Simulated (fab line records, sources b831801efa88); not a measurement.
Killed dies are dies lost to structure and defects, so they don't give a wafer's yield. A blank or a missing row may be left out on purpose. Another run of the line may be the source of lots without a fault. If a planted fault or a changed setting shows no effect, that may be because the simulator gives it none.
Split-lot experiment + flow sky130 + route with 708 steps; 5 lots, 23 wafers read

== SPLIT DETAILS ==
At SKY_VIA1_COAT_06 (resist thk 60 nm), the setting resistThkNm was moved away from the recipe's 60 nm on 9 of the 23 wafers read, by -5.8% to +4.2%. The other wafers ran this setting at the recipe's value.

== FROM THE SPLIT TO THE READING: what the file shows between them, 2 steps ==
- SKY_VIA1_COAT_07: resist thk 450 nm
- SKY_VIA1_SOFTBAKE_08: time 90 s

== THE READING ==
oesProductAu, in a.u., at SKY_VIA1_ETCH_14 (etches BARC in N2/H2, stops on SiO2, time 45.9 s, target depth 60 nm). A value of 0.854 a.u. with a standard deviation of 0.0053 a.u. is what fault-free wafers of this fab line usually give.

| wafer  | tool, chamber at the split | resistThkNm as run, nm | against the recipe | oesProductAu, a.u. | against lot-mates on the recipe |
|--------|----------------------------|------------------------|--------------------|--------------------|---------------------------------|
| L075.1 | lithoTrack-02, 0           | 56.54                  | -5.8%              | 0.824              | -0.031                          |
| L075.2 | lithoTrack-02, 0           | 60                     | recipe             | 0.863              | -                               |
| L075.3 | lithoTrack-02, 0           | 60                     | recipe             | 0.848              | -                               |
| L075.4 | lithoTrack-02, 0           | 56.54                  | -5.8%              | 0.832              | -0.023                          |
| L075.5 | lithoTrack-02, 0           | 56.54                  | -5.8%              | 0.827              | -0.028                          |
| L078.2 | lithoTrack-04, 0           | 60                     | recipe             | 0.845              | -                               |
| L078.3 | lithoTrack-04, 0           | 60                     | recipe             | 0.859              | -                               |
| L078.4 | lithoTrack-04, 0           | 61.04                  | +1.7%              | 0.859              | +0.009                          |
| L078.5 | lithoTrack-04, 0           | 61.04                  | +1.7%              | 0.858              | +0.008                          |
| L078.6 | lithoTrack-04, 0           | 60                     | recipe             | 0.847              | -                               |
| L079.2 | lithoTrack-02, 0           | 60                     | recipe             | 0.862              | -                               |
| L079.3 | lithoTrack-02, 0           | 60                     | recipe             | 0.860              | -                               |
| L079.4 | lithoTrack-02, 0           | 58.99                  | -1.7%              | 0.851              | -0.008                          |
| L079.5 | lithoTrack-02, 0           | 60                     | recipe             | 0.856              | -                               |
| L079.6 | lithoTrack-02, 0           | 58.99                  | -1.7%              | 0.848              | -0.011                          |
| L080.2 | lithoTrack-04, 0           | 60                     | recipe             | 0.850              | -                               |
| L080.3 | lithoTrack-04, 0           | 60                     | recipe             | 0.849              | -                               |
| L080.4 | lithoTrack-04, 0           | 62.53                  | +4.2%              | 0.875              | +0.023                          |
| L080.5 | lithoTrack-04, 0           | 62.53                  | +4.2%              | 0.873              | +0.021                          |
| L080.6 | lithoTrack-04, 0           | 60                     | recipe             | 0.857              | -                               |
| L084.1 | lithoTrack-02, 0           | 60                     | recipe             | 0.856              | -                               |
| L084.3 | lithoTrack-02, 0           | 60                     | recipe             | 0.861              | -                               |
| L084.6 | lithoTrack-02, 0           | 60                     | recipe             | 0.851              | -                               |

THE FIT
A straight line over all 23 wafers: oesProductAu changes by +0.00448 a.u. for each +1% of resistThkNm; r = +0.91; the points scatter about the line by 0.0052 a.u.
The same after taking each lot's own level away (the mean of its wafers on the recipe; 23 wafers): +0.00496 a.u. for each +1%; r = +0.95; scatter 0.0043 a.u.
The reading moves by 0.029 a.u. for the largest change in resistThkNm, on that fit.
The lots' own levels span 0.8503 to 0.8593 a.u., that is 1.7 times the standard deviation above.
Hence the lot-to-lot level has little effect on the slope; both slopes agree.
Check: -0.0276 a.u. against its lot-mates is what the line predicts for one of the wafers moved furthest among these (-5.8%) when that wafer is left out of the fit. It came out at -0.0315 a.u. against them.

== ADDITIONAL SPLITS CARRIED BY THESE WAFERS ==
These wafers also went through other splits before the reading. Each is held against what the fit with the lots' levels taken away leaves over:
| other split on the same wafers           | wafers away from the commonest value | r with oesProductAu (lot level and that fit taken away) |
|------------------------------------------|--------------------------------------|---------------------------------------------------------|
| SKY_CONTACT_DEVELOP_13 devTempC          | 10                                   | +0.05                                                   |
| SKY_CONTACT_SPUTTER_23 chamberPressurePa | 18                                   | +0.10                                                   |
| SKY_METAL1_DEVELOP_14 devTempC           | 8                                    | -0.15                                                   |
| SKY_VIA1_CMP_02 leaveAboveRefNm          | 8                                    | -0.26                                                   |

== THE WHOLE CHAIN: every reading that the file lists as answering this split, in the file's order ==
| step                     | what it does                                                                    | reading                                                                | change (the file's fit)                                                              | r (the file's) |
|--------------------------|---------------------------------------------------------------------------------|------------------------------------------------------------------------|--------------------------------------------------------------------------------------|----------------|
| SKY_VIA1_ETCH_14         | etches BARC in N2/H2, stops on SiO2, time 45.9 s, target depth 60 nm            | oesProductAu                                                           | +0.00494 a.u. for each +1% of the setting                                            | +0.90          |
| SKY_VIA1_ETCH_14         | etches BARC in N2/H2, stops on SiO2, time 45.9 s, target depth 60 nm            | etch.depthNm (the simulator's own value, which no gauge read)          | +0.568 nm for each +1% of the setting                                                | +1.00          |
| SKY_METAL2_METAL_ETCH_19 | etches the open film in Cl2/BCl3, stops on SiO2, target depth 360 nm, time 78 s | etch.depthNm (the simulator's own value, which no gauge read)          | -2.69 nm for each +1% of the setting                                                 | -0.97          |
| SKY_METAL2_METAL_ETCH_19 | etches the open film in Cl2/BCl3, stops on SiO2, target depth 360 nm, time 78 s | METAL2.featureDepthNm (the simulator's own value, which no gauge read) | not straight: 368.7 at the lowest setting, 360.8 at the recipe, 353.8 at the highest | not given      |

== THE FILE'S OWN FIT ==
oesProductAu changes by +0.00494 a.u. for each +1% of resistThkNm, r = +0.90.
